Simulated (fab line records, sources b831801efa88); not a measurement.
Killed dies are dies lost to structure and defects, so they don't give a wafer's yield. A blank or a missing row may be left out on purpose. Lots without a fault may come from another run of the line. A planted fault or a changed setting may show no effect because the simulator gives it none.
A struck lot beside a sound one | flow sky130 | 15 steps out of a route of 708
Sound: wafers L367.2, L367.4, L367.6. Struck: wafers L370.4, L370.5, L370.6. The cause comes at the end.
At each step with rows: each side's tool, then ch and its chambers, then its first start. Under that, the readings that differ: sound wafers | struck wafers | difference of the means | sigmas: that difference in standard deviations of wafers without a fault.
alike: readings whose means differ by less than 2 such deviations, and words and numbers that are the same on both sides. not compared: withheld readings, readings that some wafer has no value for, bounds like >300 that may hide the same value, and numbers for which the record gives no deviation and whose values overlap.
The two part at a step that has a row with sigmas, a row that says differs or no value, or rows on one side only. Numbers that don't overlap but have no deviation are shown without sigmas and don't part them. A reading that every wafer of one side lacks parts them only if that side has two wafers or more.

SKY_LDD_HVN_OVL_MEAS_07:
  sound on overlay-01, day 25 08:34; struck on overlay-02, day 25 07:42
  alike: LDD_HVN_OVL
then, 1 step without rows for these wafers: SKY_LDD_HVN_IMPLANT_08.
SKY_LDD_HVN_STRIP_09: strips in O2/N2.
  sound on plasma_asher-04 ch 0,1, day 25 08:45; struck on plasma_asher-01 ch 0,1, day 25 07:55
  alike: drypump_motor_current_A, oes_product_au, strip_time_to_endpoint_s
  not compared: rf_hours_counter_h
SKY_LDD_HVN_TW_MEAS_10:
  sound on film_metro-04, day 25 08:52; struck on film_metro-03, day 25 08:00
  alike: LDD_HVN_TW
then, 7 steps without rows for these wafers: SKY_LDD_HVP_DEHYDRATE_00 (time 60 s); SKY_LDD_HVP_HMDS_01 (prime time 60 s); SKY_LDD_HVP_COAT_02 (resist thk 300 nm); SKY_LDD_HVP_SOFTBAKE_03 (time 60 s); SKY_LDD_HVP_EXPOSE_04 (exposes mask HVPTM, target cd 700 nm); SKY_LDD_HVP_PEB_05; SKY_LDD_HVP_DEVELOP_06 (develop time 61.2 s).
SKY_LDD_HVP_OVL_MEAS_07:
  sound on overlay-01, day 26 13:49; struck on overlay-02, day 26 13:14
  alike: LDD_HVP_OVL
SKY_LDD_HVP_IMPLANT_08:
  sound on implanter-04 ch 0, day 26 13:52; struck on implanter-01, day 26 13:19
  no value came back on the struck wafers for beam_energy_keV, beam_on_s (s), tilt_deg (degrees); on the sound wafers beam_energy_keV reads 19.998 19.999 19.993
SKY_LDD_HVP_STRIP_09: strips in O2/N2.
  sound on plasma_asher-04 ch 0, day 26 13:59; struck on plasma_asher-03 ch 0,1, day 26 13:26
  alike: drypump_motor_current_A, oes_product_au, strip_time_to_endpoint_s
  not compared: rf_hours_counter_h
SKY_LDD_HVP_TW_MEAS_10:
  sound on film_metro-04, day 26 14:06; struck on film_metro-04, day 26 13:32
  reading    | sound       | struck   | difference | sigmas
  LDD_HVP_TW | 455 455 454 | 30 30 30 | -425       | -99 or more

WHERE THEY PART
First at SKY_LDD_HVP_IMPLANT_08; last, within this record, at SKY_LDD_HVP_TW_MEAS_10.

WHY: what the simulator had put in
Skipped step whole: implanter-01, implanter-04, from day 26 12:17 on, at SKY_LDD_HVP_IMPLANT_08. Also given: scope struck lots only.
